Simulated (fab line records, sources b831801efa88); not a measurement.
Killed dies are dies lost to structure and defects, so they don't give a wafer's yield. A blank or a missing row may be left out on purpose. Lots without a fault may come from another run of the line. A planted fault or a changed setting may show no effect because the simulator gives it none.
A struck lot beside a sound one | flow sky130 | 17 steps out of a route of 708
Sound: wafers L295.3, L295.5, L295.6. Struck: wafers L286.3, L286.4. The cause comes at the end.
At each step with rows: each side's tool, then ch and its chambers, then its first start. Under that, the readings that differ: sound wafers | struck wafers | difference of the means | sigmas: that difference in standard deviations of wafers without a fault.
alike: readings whose means differ by less than 2 such deviations, and words and numbers that are the same on both sides. not compared: withheld readings, readings that some wafer has no value for, bounds like >300 that may hide the same value, and numbers for which the record gives no deviation and whose values overlap.
The two part at a step that has a row with sigmas, a row that says differs or no value, or rows on one side only. Numbers that don't overlap but have no deviation are shown without sigmas and don't part them. A reading that every wafer of one side lacks parts them only if that side has two wafers or more.

first, 2 steps without rows for these wafers: SKY_CONTACT_PEB_12; SKY_CONTACT_DEVELOP_13 (develop time 60 s).
SKY_CONTACT_CD_MEAS_14: target cd 170 nm.
  sound on cd_sem-01, day 37 20:59; struck on cd_sem-01, day 35 06:47
  alike: cd_nm
SKY_CONTACT_OVL_MEAS_15:
  sound on overlay-01, day 37 21:04; struck on overlay-01, day 35 06:52
  alike: CONTACT_OVL
SKY_CONTACT_ETCH_16: etches BARC in N2/H2, stops on SiO2, time 45.9 s, target depth 60 nm.
  sound on rie_diel-02 ch 2,3, day 37 21:05; struck on rie_diel-04 ch 0,2, day 35 06:53
  alike: drypump_motor_current_A, oes_product_au, throttle_valve_pct
  not compared: rf_hours_counter_h
SKY_CONTACT_ETCH_17: etches SiO2 in C4F8/O2/Ar, stops on Si3N4, target depth 340 nm.
  sound on rie_diel-02 ch 2,3, day 37 21:08; struck on rie_diel-04 ch 0,2, day 35 06:56
  alike: oes_product_au
then, 1 step without rows for these wafers: SKY_CONTACT_ETCH_18 (etches Si3N4 in CHF3/O2, stops on TiN, time 39 s, target depth 75 nm).
SKY_CONTACT_STRIP_19: strips in O2/N2.
  sound on plasma_asher-03 ch 0,1, day 37 21:16; struck on plasma_asher-03 ch 0,1, day 35 07:04
  reading               | sound             | struck      | difference | sigmas
  oes_product_au (a.u.) | 0.382 0.377 0.377 | 0.386 0.390 | +0.009     | +2
  alike: drypump_motor_current_A, o2_flow_sccm, strip_time_to_endpoint_s
  not compared: rf_hours_counter_h
then, 3 steps without rows for these wafers: SKY_CONTACT_STRIP_20 (strips in post etch residue remover, time 1200 s); SKY_CONTACT_CLEAN_21 (cleans in IPA, time 180 s); SKY_CONTACT_CLEAN_22 (cleans in O3/DIW).
SKY_CONTACT_SPUTTER_23: material TiN, target thk 20 nm, time 80 s.
  sound on pvd_sputter-04, day 37 21:52; struck on pvd_sputter-03, day 35 07:39
  alike: throttle_valve_pct
SKY_CONTACT_CVD_24: deposits W, target thk 340 nm, time 102.12 s.
  sound on cvd_w-02 ch 0,1, day 37 21:58; struck on cvd_w-01 ch 0,1, day 35 07:45
  reading                               | sound             | struck      | difference | sigmas
  model.W_of_CONTACT_CVD_24.thk_nm (nm) | 344.6 344.1 337.8 | 453.1 443.2 | +106.0     |
  alike: heater_power_w
SKY_CONTACT_RS_MEAS_25: measures by four-point-probe.
  sound on film_metro-01, day 37 22:04; struck on film_metro-04, day 35 07:52
  reading               | sound             | struck      | difference | sigmas
  CONTACT_W_RS (ohm/sq) | 0.333 0.334 0.341 | 0.253 0.259 | -0.080     | -19
SKY_CONTACT_THK_MEAS_26: measures by xrf.
  sound on film_metro-01, day 37 22:10; struck on film_metro-04, day 35 07:58
  reading            | sound       | struck  | difference | sigmas
  CONTACT_W_THK (nm) | 337 336 327 | 417 409 | +80        | +13
SKY_CONTACT_CMP_27: polishes, stops on SiO2, t overpolish 15 s, target thk 0 nm.
  sound on cmp-01 ch 0,1,2, day 37 22:19; struck on cmp-02 ch 2,3, day 35 08:06
  reading                | sound    | struck  | difference | sigmas
  time_to_endpoint_s (s) | 85 81 83 | 103 101 | +19        | +5
  alike: edge_zone_pressure_frac, motor_current_A
SKY_METAL1_SPUTTER_00: material Ti, target thk 15 nm, time 10 s.
  sound on pvd_sputter-03, day 37 22:31; struck on pvd_sputter-02, day 35 08:18
  alike: throttle_valve_pct

WHERE THEY PART
First at SKY_CONTACT_STRIP_19; last, within this record, at SKY_CONTACT_CMP_27. Later steps at which nothing parts them and some readings are alike: SKY_METAL1_SPUTTER_00.

WHY: what the simulator had put in
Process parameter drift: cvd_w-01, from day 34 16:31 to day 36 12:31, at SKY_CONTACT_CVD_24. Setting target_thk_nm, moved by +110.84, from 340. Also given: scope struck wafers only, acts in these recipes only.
